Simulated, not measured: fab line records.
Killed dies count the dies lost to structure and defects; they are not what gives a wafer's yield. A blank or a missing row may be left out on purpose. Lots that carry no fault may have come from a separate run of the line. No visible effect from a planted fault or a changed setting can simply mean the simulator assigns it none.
Problem report in the 8D (eight disciplines) form, filled by code    flow gf180mcu    the parts of the form that need people (team, actions taken, sign-off) are left out

1. THE ISSUE
bias-w at GF_V3_ETCH_17 reads a mean of 1242 W on 4 wafers of 3 lots; wafers without a fault read 1200 W with a standard deviation of 3.5. That puts it +12 standard deviations away from the usual mean.
The step: etches SiO2 in C4F8/O2/Ar, stops on TiN, target depth 635 nm.
First seen on wafer L988.1, day 25 20:00, on rie-diel-02. Wafers with a number at this step in the record: 21, from 7 lots. By rule, "out" or "out of limits" means more than 4 standard deviations away from the usual mean. Any other wafer with a number is counted as sound.

2. WHAT THIS IS AND IS NOT
question                     is                              is not
which readings at this step  bias-w                          oes-product-au
which lots                   L988, L989, L991                L982, L983, L994, L995
which wafers of those lots   L988.1, L988.5, L989.4, L991.1  L988.6, L989.2, L989.5, L991.2, L991.4
read on which tools          rie-diel-02                     rie-diel-01, rie-diel-04
when                         from day 25 20:00               up to then (7 sound wafers); but 10 sound wafers of L989, L991, L994, L995 came after

3. WHAT RULES OUT EACH SUSPECT
Counting: any tool at a process step up to the reading remains a suspect provided it ran every lot that is out. Sound lots after the first of them don't rule it out here, since some wafers of a struck lot are sound.
- rie-diel-02 at GF_V3_ETCH_16 (etches BARC in N2/H2): kept. Every lot that is out went through it, the first being L988 (day 25 20:24); the last sound lot it ran before that was L983 (day 24 07:33).
- rie-diel-02 at GF_V3_ETCH_17 (etches SiO2 in C4F8/O2/Ar, stops on TiN, target depth 635 nm): kept. Every lot that is out went through it, the first being L988 (day 25 20:00); the last sound lot it ran before that was L983 (day 24 07:00). Its own bias-w readings are out on those wafers.
- rie-diel-02, GF_V3_ETCH_16: wafers that are out in chamber 3, sound lot-mates in chambers 0, 1, 2.
- rie-diel-02, GF_V3_ETCH_17: wafers that are out in chamber 3, sound lot-mates in chambers 0, 1, 2.
What counting leaves: rie-diel-02 at GF_V3_ETCH_16 and rie-diel-02 at GF_V3_ETCH_17.

4. THE CAUSE (what the simulator had put in)
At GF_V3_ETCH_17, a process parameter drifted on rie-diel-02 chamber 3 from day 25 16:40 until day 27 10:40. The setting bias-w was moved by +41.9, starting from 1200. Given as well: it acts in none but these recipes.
Of the 2 suspects that counting leaves, this tool is one.

5. SEQUENCE OF EFFECTS, ordered by route
Each row: a reading where the mean over the struck wafers with a number is more than 3 standard deviations away from the usual. Only readings for which the record gives a usual standard deviation are gone through. hours: the time from each lot's start at the first step in this table that gives one to its start at this step, as a median over the lots. sigmas: the change in usual standard deviations.
hours  step           reading  usual   on struck wafers  change  sigmas
0      GF_V3_ETCH_17  bias-w   1200 W  1242              +42     +12
The process steps in it:
- GF_V3_ETCH_17: etches SiO2 in C4F8/O2/Ar, stops on TiN, target depth 635 nm.

6. WHAT WOULD HAVE CAUGHT IT SOONER
First out-of-limits reading in this record: day 25 20:00, which is 3 hours after fault onset at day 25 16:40.
